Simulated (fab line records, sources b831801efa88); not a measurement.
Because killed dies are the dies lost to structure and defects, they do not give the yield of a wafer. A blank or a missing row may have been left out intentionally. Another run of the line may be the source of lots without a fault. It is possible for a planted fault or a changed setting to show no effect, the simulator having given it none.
fab line records	flow sky130
[record] lots = 6	wafers = 18	last_day = 49
route steps=708 shown VT_ADJUST_LVTN@109 VT_ADJUST_NCORE@119 PAD_OPEN@708
lots untouched by any fault: they come from a run of this same line in which no faults occurred
start_h: hours from the record's first day to the start of the lot's first wafer shown	wait_h: hours from the lot's prior step to this one	" the same as in the row above	L1.1+2: one row covering several wafers at once	- no value present, or no start provided	* or withheld: withheld	< > ~ a bound
route shown NAME@n: names a module that has steps shown in the file, with the first one's number in the route	usual: average and standard deviation across the fault-free wafers	same: alike in all rows	chamber/n: place in a boat	sites: per-site readings	_std_site: how widely they spread, as a standard deviation	_edge_site: the outer-site mean with the inner-site mean subtracted	radius_mm: for every site, how far away it sits from the centre of the wafer	mask NAME#n: copy n	behind: the last tool/chamber to shape the wafer	hold: the reason the lot was held/the length of the hold in hours/how it ended	device: transistor that didn't switch, given as n, p or np	end of line: the same wafers' tests at the end of the route	for a step that has no rows: nothing shown but its recipe	killed: at the first sort, the dies lost to defects and structure; wafer yield is something else	map: dies across one wafer; x = killed, . = not, _ = none there
set.NAME: setting as actually run; set.NAME@STEP: the setting as run at that earlier step	model.NAME: the simulator's own value behind a step, which no gauge read
lots at selected steps of the route; one table per step, one row per wafer
services: when a tool's chamber went out of use (start_h, in hours from the record's first day, below 0 if earlier), for how many hours, and the reason
[[steps]]
[step SKY_VT_ADJUST_LVTN_HMDS_12]
[recipe] prime_time_s = 61.34	prime_temp_c = 120
[step SKY_VT_ADJUST_LVTN_COAT_13]
[recipe] resist = NOVOLAK	spin_rpm = 3000	resist_thk_nm = 1140
[step SKY_VT_ADJUST_LVTN_SOFTBAKE_14]
[recipe] temp_c = 90	time_s = 60	resist = NOVOLAK
[step SKY_VT_ADJUST_LVTN_EXPOSE_15]
[recipe] mask_id = HVN_STD_DERIVED	na = 0.6	source_shape = conventional	sigma_outer = 0.6	polarization = unpolarized	target_cd_nm = 600	dose_mj = 163
[step SKY_VT_ADJUST_LVTN_PEB_16]
[recipe] temp_c = withheld	time_s = *	resist = NOVOLAK
[step SKY_VT_ADJUST_LVTN_DEVELOP_17]
[recipe] resist = NOVOLAK	developer = TMAH	develop_time_s = 60	dev_temp_c = 23
[step SKY_VT_ADJUST_LVTN_OVL_MEAS_18]
[usual] VT_ADJUST_LVTN_01_OVL = -0.1/1.3
lot.wafer	tool	chamber	start_h	wait_h	VT_ADJUST_LVTN_01_OVL[nm]
L686.1	overlay-02	-	198.55	0.1	-0.7
L686.3	"	-	"	"	1.4
L686.5	"	-	"	"	2.2
L687.1	overlay-02	-	208.45	0.1	-0.9
L687.5	"	-	"	"	-2.1
L687.6	"	-	"	"	-1.6
L688.1	overlay-02	-	215.57	0.1	0.9
L688.5	"	-	"	"	1.2
L688.6	"	-	"	"	0.9
L693.2	overlay-02	-	248.75	0.1	-0.4
L693.4	"	-	"	"	-0.5
L693.5	"	-	"	"	0.5
L699.4	overlay-01	-	288.64	0.1	-2.4
L699.5	"	-	"	"	-1.3
L699.6	"	-	"	"	-0.6
L700.3	overlay-02	-	293.72	0.1	0.1
L700.5	"	-	"	"	0.0
L700.6	"	-	"	"	0.2
[step SKY_VT_ADJUST_LVTN_IMPLANT_19]
[recipe] species = B	energy_kev = 30	dose_cm2 = 6.5e+11	tilt_deg = withheld
[step SKY_VT_ADJUST_LVTN_STRIP_20]
[recipe] chemistry = O2/N2	power_w = 1400	pressure_mtorr = 1500	platen_temp_c = withheld	o2_flow_sccm = 3000	n2_flow_sccm = 300	overash_fraction = 0.5
[usual] drypump_motor_current_A = 6.1/0.48	oes_product_au = 0.716/0.0041	strip_time_to_endpoint_s = 14.18/0.043
lot.wafer	tool	chamber	start_h	wait_h	drypump_motor_current_A	oes_product_au	rf_hours_counter_h	strip_time_to_endpoint_s
L686.1	plasma_asher-01	1	202.75	0.1	5.9	0.715	55	14.15
L686.3	"	1	"	"	5.9	0.718	-	14.15
L686.5	"	1	"	"	5.9	0.715	-	14.18
L687.1	plasma_asher-03	1	208.64	0.1	5.3	0.712	39	14.13
L687.5	"	1	"	"	5.3	0.718	-	14.08
L687.6	"	0	"	"	6.4	0.718	-	14.11
L688.1	plasma_asher-04	0	215.76	0.1	6.4	0.716	54	14.17
L688.5	"	1	"	"	6.5	0.709	-	14.12
L688.6	"	0	"	"	6.4	0.714	-	14.16
L693.2	plasma_asher-03	0	248.93	0.1	6.4	0.717	43	14.15
L693.4	"	1	"	"	5.3	0.718	-	14.21
L693.5	"	1	"	"	5.3	0.715	-	14.22
L699.4	plasma_asher-04	1	288.84	0.1	6.5	0.717	-	14.18
L699.5	"	0	"	"	6.4	0.710	-	14.17
L699.6	"	1	"	"	6.5	0.717	-	14.22
L700.3	plasma_asher-04	1	293.98	0.2	6.5	0.717	-	14.17
L700.5	"	0	"	"	6.4	0.716	-	14.19
L700.6	"	1	"	"	6.5	0.711	-	14.19
[step SKY_VT_ADJUST_LVTN_TW_MEAS_21]
[usual] VT_ADJUST_LVTN_2_TW = 187.6/2.4
lot.wafer	tool	chamber	start_h	wait_h	VT_ADJUST_LVTN_2_TW
L686.1	film_metro-02	-	202.85	0.1	188.3
L686.3	"	-	"	"	187.7
L686.5	"	-	"	"	187.7
L687.1	film_metro-03	-	208.74	0.1	190.0
L687.5	"	-	"	"	191.5
L687.6	"	-	"	"	190.3
L688.1	film_metro-02	-	215.86	0.1	188.3
L688.5	"	-	"	"	187.5
L688.6	"	-	"	"	187.1
L693.2	film_metro-03	-	249.04	0.1	189.6
L693.4	"	-	"	"	190.0
L693.5	"	-	"	"	189.8
L699.4	film_metro-04	-	288.94	0.1	184.0
L699.5	"	-	"	"	184.6
L699.6	"	-	"	"	184.0
L700.3	film_metro-02	-	294.07	0.1	187.2
L700.5	"	-	"	"	187.4
L700.6	"	-	"	"	187.9
[step SKY_VT_ADJUST_NCORE_DEHYDRATE_00]
[recipe] temp_c = 200	time_s = 60
[step SKY_VT_ADJUST_NCORE_HMDS_01]
[recipe] prime_time_s = 60	prime_temp_c = 120
[step SKY_VT_ADJUST_NCORE_COAT_02]
[recipe] resist = NOVOLAK	spin_rpm = 3000	resist_thk_nm = 1140
[usual] chill_plate_temp_C = 23.00/0.12	spin_speed_rpm = 3000.0/2.2
lot.wafer	tool	chamber	start_h	wait_h	chill_plate_temp_C	spin_speed_rpm	model.NOVOLAK_of_VT_ADJUST_NCORE_COAT_02.thk_nm
L686.1	litho_track-04	0	213.25	0.1	22.96	2996.3	1136
L686.3	"	0	"	"	23.12	2999.0	1139
L686.5	"	0	"	"	23.05	2999.8	1137
L687.1	litho_track-03	0	219.77	0.1	22.99	2946.4	1148
L687.5	"	0	"	"	23.12	2946.5	1149
L687.6	"	0	"	"	23.05	2947.5	1147
L688.1	litho_track-03	0	226.77	0.1	22.82	2950.3	1152
L688.5	"	0	"	"	23.05	2951.8	1151
L688.6	"	0	"	"	23.02	2952.5	1150
L693.2	litho_track-04	0	260.63	0.1	23.18	3000.2	1138
L693.4	"	0	"	"	22.86	2997.6	1136
L693.5	"	0	"	"	23.13	3001.2	1136
L699.4	litho_track-01	0	301.56	0.1	22.86	2998.2	1140
L699.5	"	0	"	"	22.71	3000.9	1140
L699.6	"	0	"	"	22.85	3002.9	1142
L700.3	litho_track-03	0	305.92	0.1	22.87	3001.9	1143
L700.5	"	0	"	"	23.06	3003.5	1144
L700.6	"	0	"	"	23.02	3001.4	1143
[step SKY_VT_ADJUST_NCORE_SOFTBAKE_03]
[recipe] temp_c = 90	time_s = 60	resist = NOVOLAK
[step SKY_VT_ADJUST_NCORE_EXPOSE_04]
[recipe] mask_id = LVTN_COMPLEMENT_THIN	na = 0.6	source_shape = conventional	sigma_outer = 0.6	polarization = unpolarized	target_cd_nm = 380	dose_mj = 139
[step SKY_VT_ADJUST_NCORE_PEB_05]
[recipe] temp_c = withheld	time_s = *	resist = NOVOLAK
[step SKY_VT_ADJUST_NCORE_DEVELOP_06]
[recipe] resist = NOVOLAK	developer = TMAH	develop_time_s = 60	dev_temp_c = 23
[usual] chill_plate_temp_C = 22.97/0.1
lot.wafer	tool	chamber	start_h	wait_h	chill_plate_temp_C	model.NOVOLAK_of_VT_ADJUST_NCORE_COAT_02.thk_nm
L686.1	litho_track-04	0	224.50	0.1	22.80	1136
L686.3	"	0	"	"	22.98	1138
L686.5	"	0	"	"	23.08	1137
L687.1	litho_track-01	0	230.39	0.1	22.79	1148
L687.5	"	0	"	"	22.87	1149
L687.6	"	0	"	"	22.88	1147
L688.1	litho_track-01	0	237.59	0.1	23.07	1152
L688.5	"	0	"	"	22.94	1151
L688.6	"	0	"	"	23.03	1149
L693.2	litho_track-04	0	272.88	0.1	23.00	1137
L693.4	"	0	"	"	22.94	1135
L693.5	"	0	"	"	22.90	1135
L699.4	litho_track-01	0	314.11	0.1	23.12	1139
L699.5	"	0	"	"	22.99	1139
L699.6	"	0	"	"	23.16	1141
L700.3	litho_track-03	0	318.87	0.1	22.83	1142
L700.5	"	0	"	"	22.92	1143
L700.6	"	0	"	"	22.84	1143
[step SKY_VT_ADJUST_NCORE_CD_MEAS_07]
[recipe] target_cd_nm = 380
[usual] cd_nm = 380.4/2.4
lot.wafer	tool	chamber	start_h	wait_h	cd_nm
L686.1	cd_sem-01	-	224.65	0.1	381.2
L686.3	"	-	"	"	380.6
L686.5	"	-	"	"	381.9
L687.1	cd_sem-01	-	230.54	0.1	379.9
L687.5	"	-	"	"	378.2
L687.6	"	-	"	"	377.5
L688.1	cd_sem-02	-	237.74	0.1	376.7
L688.5	"	-	"	"	378.5
L688.6	"	-	"	"	377.1
L693.2	cd_sem-01	-	273.02	0.1	380.2
L693.4	"	-	"	"	378.0
L693.5	"	-	"	"	380.8
L699.4	cd_sem-02	-	314.25	0.1	385.8
L699.5	"	-	"	"	382.9
L699.6	"	-	"	"	384.4
L700.3	cd_sem-01	-	319.01	0.1	381.2
L700.5	"	-	"	"	376.8
L700.6	"	-	"	"	380.0
[step SKY_VT_ADJUST_NCORE_OVL_MEAS_08]
[usual] VT_ADJUST_NCORE_OVL = -0.6/1.4
lot.wafer	tool	chamber	start_h	wait_h	VT_ADJUST_NCORE_OVL[nm]
L686.1	overlay-02	-	224.77	0.1	-0.8
L686.3	"	-	"	"	0.8
L686.5	"	-	"	"	1.3
L687.1	overlay-02	-	230.66	0.1	-2.8
L687.5	"	-	"	"	-2.0
L687.6	"	-	"	"	-2.0
L688.1	overlay-02	-	237.86	0.1	-5.1
L688.5	"	-	"	"	-1.7
L688.6	"	-	"	"	-3.5
L693.2	overlay-02	-	273.13	0.1	-2.0
L693.4	"	-	"	"	-1.1
L693.5	"	-	"	"	-0.1
L699.4	overlay-02	-	314.33	0.1	0.3
L699.5	"	-	"	"	0.4
L699.6	"	-	"	"	-0.7
L700.3	overlay-01	-	319.10	0.1	-2.9
L700.5	"	-	"	"	-2.2
L700.6	"	-	"	"	-0.8
[step SKY_VT_ADJUST_NCORE_IMPLANT_09]
[recipe] species = B	energy_kev = 10	dose_cm2 = 2.4e+12	tilt_deg = withheld
[step SKY_VT_ADJUST_NCORE_STRIP_10]
[recipe] chemistry = O2/N2	power_w = 1400	pressure_mtorr = 1500	platen_temp_c = withheld	o2_flow_sccm = 3000	n2_flow_sccm = 300	overash_fraction = 0.5
[usual] drypump_motor_current_A = 6.1/0.48	oes_product_au = 0.715/0.0045	strip_time_to_endpoint_s = 14.18/0.032
lot.wafer	tool	chamber	start_h	wait_h	drypump_motor_current_A	oes_product_au	rf_hours_counter_h	strip_time_to_endpoint_s
L686.1	plasma_asher-04	1	224.96	0.1	6.5	0.719	55	14.12
L686.3	"	0	"	"	6.4	0.707	-	14.15
L686.5	"	1	"	"	6.5	0.721	-	14.13
L687.1	plasma_asher-04	1	230.85	0.1	6.5	0.726	55	14.26
L687.5	"	1	"	"	6.5	0.712	-	14.29
L687.6	"	0	"	"	6.4	0.713	-	14.26
L688.1	plasma_asher-03	0	238.05	0.1	6.4	0.714	42	14.29
L688.5	"	0	"	"	6.4	0.730	-	14.28
L688.6	"	1	"	"	5.3	0.717	-	14.29
L693.2	plasma_asher-04	0	273.31	0.1	6.4	0.714	60	14.14
L693.4	"	0	"	"	6.5	0.721	-	14.12
L693.5	"	1	"	"	6.5	0.722	-	14.13
L699.4	plasma_asher-04	1	314.53	0.1	6.5	0.715	-	14.16
L699.5	"	0	"	"	6.5	0.715	-	14.17
L699.6	"	1	"	"	6.5	0.715	-	14.20
L700.3	plasma_asher-04	0	319.31	0.1	6.5	0.718	-	14.20
L700.5	"	1	"	"	6.5	0.708	-	14.23
L700.6	"	0	"	"	6.4	0.723	-	14.21
[step SKY_VT_ADJUST_NCORE_TW_MEAS_11]
[usual] VT_ADJUST_NCORE_TW = 220.4/1.4
lot.wafer	tool	chamber	start_h	wait_h	VT_ADJUST_NCORE_TW
L686.1	film_metro-01	-	225.06	0.1	219.1
L686.3	"	-	"	"	218.3
L686.5	"	-	"	"	219.3
L687.1	film_metro-02	-	230.95	0.1	219.1
L687.5	"	-	"	"	219.2
L687.6	"	-	"	"	218.9
L688.1	film_metro-03	-	238.15	0.1	223.5
L688.5	"	-	"	"	221.3
L688.6	"	-	"	"	222.0
L693.2	film_metro-01	-	273.42	0.1	218.4
L693.4	"	-	"	"	219.0
L693.5	"	-	"	"	218.2
L699.4	film_metro-02	-	314.63	0.1	218.9
L699.5	"	-	"	"	219.2
L699.6	"	-	"	"	218.3
L700.3	film_metro-03	-	319.40	0.1	221.2
L700.5	"	-	"	"	221.8
L700.6	"	-	"	"	221.2
[step SKY_PAD_OPEN_PROBE_99]
[usual] killed_at_M0_to_M3 = 43/6.5	killed_at_M4_up = 3.2/1.8	killed_at_contacts = 24/5	killed_at_front_end = 15/4.1	killed_at_other = 0.3/0.54	killed_dies = 85/9.3	killed_open = 47/7.2	killed_short = 39/5.9
[same] gross_dies = 492	killed_at_back_side = 0
lot.wafer	tool	chamber	start_h	wait_h	killed_at_M0_to_M3	killed_at_M4_up	killed_at_contacts	killed_at_front_end	killed_at_other	killed_dies	killed_open	killed_short
L686.1	prober-02	-	1114.44	0.1	27	6	27	16	0	76	45	31
L686.3	prober-02	-	1114.54	0.2	44	4	18	22	0	88	50	38
L686.5	prober-02	-	1114.64	0.2	46	8	23	17	0	94	48	45
L693.2	prober-01	-	1152.51	0.1	49	2	18	17	0	86	46	40
L693.4	prober-01	-	1152.61	0.2	43	4	29	16	1	93	41	51
L693.5	prober-01	-	1152.66	0.2	54	2	25	24	0	105	49	56
// killed by level:class
L686.1 CONTACT:geometric_particle:open=8 LI_CONTACT:geometric_particle:open=8 VIA1:geometric_particle:open=7 VIA2:geometric_particle:open=5 METAL2:geometric_particle:short=5 POLY_GATE:geometric_particle:open=4 LOCAL_INTERCONNECT:geometric_particle:short=4 FIELD_ISO:geometric_particle:open=3
L686.3 VIA1:geometric_particle:open=10 VIA2:geometric_particle:open=9 METAL1:geometric_particle:short=6 VIA3:geometric_particle:open=6 FIELD_ISO:geometric_particle:short=5 LI_CONTACT:geometric_particle:open=5 LOCAL_INTERCONNECT:geometric_particle:short=5 FIELD_ISO:geometric_particle:open=4
L686.5 LI_CONTACT:geometric_particle:open=10 VIA1:geometric_particle:open=10 VIA2:geometric_particle:short=9 VIA1:geometric_particle:short=7 CONTACT:geometric_particle:open=6 FIELD_ISO:geometric_particle:short=5 METAL4:geometric_particle:short=5 VIA2:geometric_particle:open=5
L693.2 METAL1:geometric_particle:short=10 VIA2:geometric_particle:open=8 CONTACT:geometric_particle:open=8 VIA1:geometric_particle:open=7 VIA3:geometric_particle:open=6 FIELD_ISO:geometric_particle:open=5 POLY_GATE:geometric_particle:short=5 POLY_GATE:geometric_particle:open=4
L693.4 CONTACT:geometric_particle:short=9 LOCAL_INTERCONNECT:geometric_particle:short=8 LI_CONTACT:geometric_particle:open=6 CONTACT:geometric_particle:open=6 VIA1:geometric_particle:open=6 VIA2:geometric_particle:open=6 METAL3:geometric_particle:short=6 POLY_GATE:geometric_particle:open=5
L693.5 VIA2:geometric_particle:open=10 CONTACT:geometric_particle:open=8 VIA1:geometric_particle:open=8 METAL1:geometric_particle:short=7 METAL2:geometric_particle:short=6 CONTACT:geometric_particle:short=6 VIA1:geometric_particle:short=6 FIELD_ISO:geometric_particle:open=5
[[services]]
tool	chamber	start_h	hours	kind
plasma_asher-03	-	183.05	13.6	repair
litho_track-04	-	208.37	-	consumable_replace:filter
plasma_asher-04	-	217.80	2.8	pm
plasma_asher-03	-	272.28	7.9	repair
plasma_asher-01	-	307.09	7.8	repair
plasma_asher-03	-	317.45	8.4	repair
[[key]]
[first_sign] step = SKY_VT_ADJUST_NCORE_COAT_02	reading = spin_speed_rpm	direction = down	sigmas = 24	usual = 3000.0	struck = 2949.2
[effect] step = SKY_VT_ADJUST_NCORE_STRIP_10	reading = strip_time_to_endpoint_s	direction = up	sigmas = 3	usual = *	struck = *
[model_effect] step = SKY_VT_ADJUST_NCORE_COAT_02	value = NOVOLAK_of_VT_ADJUST_NCORE_COAT_02.thk_nm	without = 1140	struck = 1150
[model_effect] step = SKY_VT_ADJUST_NCORE_DEVELOP_06	value = NOVOLAK_of_VT_ADJUST_NCORE_COAT_02.thk_nm	without = 1139	struck = 1149
met_at SKY_VT_ADJUST_NCORE_COAT_02
struck_wafers L687.1,L687.5,L687.6,L688.1,L688.5,L688.6
tester_left_out L687,L688
[fault] kind = process_parameter_drift	tool = litho_track-03	chamber = -	onset_h = 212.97	steps = SKY_VT_ADJUST_NCORE_COAT_02	channel = spin_rpm	offset = -51.099	shape = step	end_h = 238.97	acts_in = these_recipes_only	stated = 3000
// tester_left_out: of these lots the tester's yield and bins aren't shown, on N5 and GAA mostly nor the transistor test; their killed dies are dies lost to structure and defects alone, not to doping, threshold or leakage, so they don't give the yield
